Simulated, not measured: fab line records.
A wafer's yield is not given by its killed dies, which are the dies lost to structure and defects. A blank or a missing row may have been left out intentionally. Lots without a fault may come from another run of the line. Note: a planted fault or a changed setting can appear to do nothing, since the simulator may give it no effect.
One fault through the eyes of 2 desks	flow sky130	only its own numbers are on each desk; what lay behind them is given at the end

## METROLOGY DESK
Means of the sampled wafers that have a number, per lot and without regard to the tool the lot ran on: this is what the gauges read. A lot is out of limits, marked OUT, if its mean lies more than 4 standard deviations from the usual mean; the brackets give that distance.
Columns: A = RES_XHIGH_RS at SKY_SD_N_RS_MEAS_18, usual 333.8 ohm/sq; B = LI_CONTACT_W_RS at SKY_LI_CONTACT_RS_MEAS_22, usual 0.2859 ohm/sq; C = cd nm at SKY_LOCAL_INTERCONNECT_CD_MEAS_11, usual 169.3 nm
lot	first seen here	A	B	C
L659	day 27 20:42	334.6	0.2840	168.1
L661	day 28 16:46	334.3	0.2850	167.7
L667	day 31 07:29	334.4	0.2914	169.3
L668	day 31 14:14	335.4	0.2846	169.5
L670	day 31 22:05	332.7	25.4300 (+99 or more) OUT	-
L671	day 32 00:55	334.8	25.1887 (+99 or more) OUT	-
L672	day 32 09:59	332.4	0.2892	170.0
L673	day 32 18:23	333.8	0.2831	173.0
L674	day 32 22:29	333.2	0.2855	168.1
L675	day 33 05:25	333.9	0.2826	167.9
L678	day 34 17:44	334.3	0.2908	170.2
L681	day 35 00:03	333.8	0.2865	167.8
L682	day 35 08:56	334.1	0.2887	170.1
This desk's finding: out of limits on L670, L671; first on L670, day 33 02:43 (LI_CONTACT_W_RS at SKY_LI_CONTACT_RS_MEAS_22). L659, L661, L667, L668, L672, L673, L674, L675, L678, L681, L682: within limits.

## THE TOOL OWNER'S DESK: cvd w-02
The tool's own readings at SKY_LI_CONTACT_CVD_21 (deposits W, target thk 400 nm, time 120.56 s): means of the sampled wafers that have a number, for each lot that ran on this tool. A lot is out of limits, marked OUT, if its mean lies more than 4 standard deviations from the usual mean; the brackets give that distance.
Columns: A = chamber pressure Torr at SKY_LI_CONTACT_CVD_21, usual 40.01 Torr; B = heater power outer w at SKY_LI_CONTACT_CVD_21, usual 485 W; C = heater power w at SKY_LI_CONTACT_CVD_21, usual 797 W
lot	first seen here	A	B	C
L667	day 32 11:14	39.93	490	792
L672	day 33 14:19	40.00	485	782
L674	day 34 02:17	39.99	487	779
L675	day 34 08:50	40.04	492	803
L678	day 35 21:11	40.00	481	792
L681	day 36 03:53	39.95	481	784
L682	day 36 13:11	40.07	490	784
This desk's finding: nothing out of limits on any of the 7 lots.

## BROUGHT TOGETHER
Metrology desk: alarm possible at day 33 02:43 on L670, L671.
The tool owner's desk saw nothing out of limits.
The tool owner's desk has no number on record for L670, L671.
All the named lots went through SKY_LI_CONTACT_CVD_21 on cvd w-02.

## WHAT THE SIMULATOR HAD PUT IN
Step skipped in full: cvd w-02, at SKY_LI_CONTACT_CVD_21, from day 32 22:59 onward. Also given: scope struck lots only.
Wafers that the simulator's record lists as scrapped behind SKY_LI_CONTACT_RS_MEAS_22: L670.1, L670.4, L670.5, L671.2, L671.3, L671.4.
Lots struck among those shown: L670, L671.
Delay in hours, fault start to first out-of-limits reading, per desk: metrology desk 4.
